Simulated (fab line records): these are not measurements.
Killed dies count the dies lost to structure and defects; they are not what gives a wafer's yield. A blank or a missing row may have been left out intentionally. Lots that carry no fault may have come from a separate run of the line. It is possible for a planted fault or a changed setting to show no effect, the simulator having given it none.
Comparing a struck lot with a sound one -- flow gf180mcu -- 27 steps out of a route of 602
Sound: the wafers L746.2, L746.3, L746.6. Wafers struck: L752.1, L752.2, L752.6. At the end, the cause is stated.
For every step that has rows: the tool of each side, followed by ch and its chambers, followed by its first start. Under that, the readings that differ: sound wafers -- struck wafers -- difference of the means -- sigmas: that difference in standard deviations of wafers without a fault.
alike: readings with means less than 2 such deviations apart, plus words and numbers identical on both sides. not compared: withheld readings, readings lacking a value on some wafer, bounds such as >300 that could conceal the same value, and numbers that have no deviation in the record and whose values overlap.
A row with sigmas, a row that says differs or no value, or rows on one side alone: a step with any of these is where the two part. Numbers that don't overlap but have no deviation are shown without sigmas and don't part them. A reading missing from all wafers of one side parts the sides only when that side holds two or more wafers.

first, 3 steps without rows for these wafers: GF_STI_WET_ETCH_27 (etches Si3N4 in H3PO4, target depth 160 nm, time 1825 s); GF_STI_WET_ETCH_28 (etches SiO2 in dHF, target depth 20 nm, time 40 s); GF_STI_OXIDATION_29 (stabilise 600 s, purge 300 s, target thk 10 nm).
GF_STI_THK_MEAS_30:
  sound: film_metro-03 at day 2 08:41; struck: film_metro-04 at day 3 13:51
  alike: STI_OXIDATION_02_THK
then, 8 steps without rows for these wafers: GF_DNWELL_DEHYDRATE_00 (time 60 s); GF_DNWELL_HMDS_01 (prime time 60 s); GF_DNWELL_COAT_02 (resist thk 3000 nm); GF_DNWELL_SOFTBAKE_03; GF_DNWELL_EXPOSE_04 (exposes mask DNWELL, target cd 1700 nm); GF_DNWELL_PEB_05; GF_DNWELL_DEVELOP_06 (develop time 60 s); GF_DNWELL_IMPLANT_07.
GF_DNWELL_STRIP_08: strips in O2/N2.
  sound on plasma_asher-02 ch 0,1, day 2 20:20; struck on plasma_asher-01 ch 0,1, day 4 03:15
  no value came back on the struck wafers for any of 5 readings (chamber_pressure_mTorr (mTorr), drypump_motor_current_A (A) and others); on the sound wafers chamber_pressure_mTorr (mTorr) reads 1500.3 1499.3 1502.0
reading,sound,struck,difference,sigmas
model.coat_of_DNWELL_COAT_02.thk_nm (nm),0 0 0,3005 2999 3008,+3004,
  not compared: rf_hours_counter_h
GF_DNWELL_TW_MEAS_09:
  sound: film_metro-02 at day 2 20:26; struck: film_metro-03 at day 4 03:21
reading,sound,struck,difference,sigmas
DNWELL_TW,1322 1327 1321,1360 1368 1370,+43,+3
then, 7 steps without rows for these wafers: GF_NWELL_DEHYDRATE_00 (time 60 s); GF_NWELL_HMDS_01 (prime time 60 s); GF_NWELL_COAT_02 (resist thk 3000 nm); GF_NWELL_SOFTBAKE_03; GF_NWELL_EXPOSE_04 (exposes mask Nwell, target cd 860 nm); GF_NWELL_PEB_05; GF_NWELL_DEVELOP_06 (develop time 60 s).
GF_NWELL_OVL_MEAS_07:
  sound: overlay-01 at day 3 09:56; struck: overlay-02 at day 4 16:44
  alike: NWELL_OVL
then, 2 steps without rows for these wafers: GF_NWELL_IMPLANT_08; GF_NWELL_IMPLANT_09.
GF_NWELL_STRIP_10: strips in O2/N2.
  sound on plasma_asher-04 ch 1, day 3 10:16; struck on plasma_asher-03 ch 0,1, day 4 17:04
reading,sound,struck,difference,sigmas
oes_product_au (a.u.),0.718 0.720 0.712,0.727 0.743 0.742,+0.021,+4
strip_time_to_endpoint_s (s),37.04 36.90 36.99,81.28 81.30 81.32,+44.32,+99 or more
  alike: chamber_pressure_mTorr, drypump_motor_current_A, heater_power_w
  not compared: rf_hours_counter_h
GF_NWELL_TW_MEAS_11:
  sound: film_metro-01 at day 3 10:23; struck: film_metro-04 at day 4 17:10
reading,sound,struck,difference,sigmas
NWELL_TW,1580 1577 1569,30 30 30,-1545,-99 or more
then, 1 step without rows for these wafers: GF_LVPWELL_DEHYDRATE_00 (time 60 s).

## WHERE THEY PART
Last at GF_NWELL_TW_MEAS_11 as far as this record goes, first at GF_DNWELL_STRIP_08.

WHY: what the simulator had put in
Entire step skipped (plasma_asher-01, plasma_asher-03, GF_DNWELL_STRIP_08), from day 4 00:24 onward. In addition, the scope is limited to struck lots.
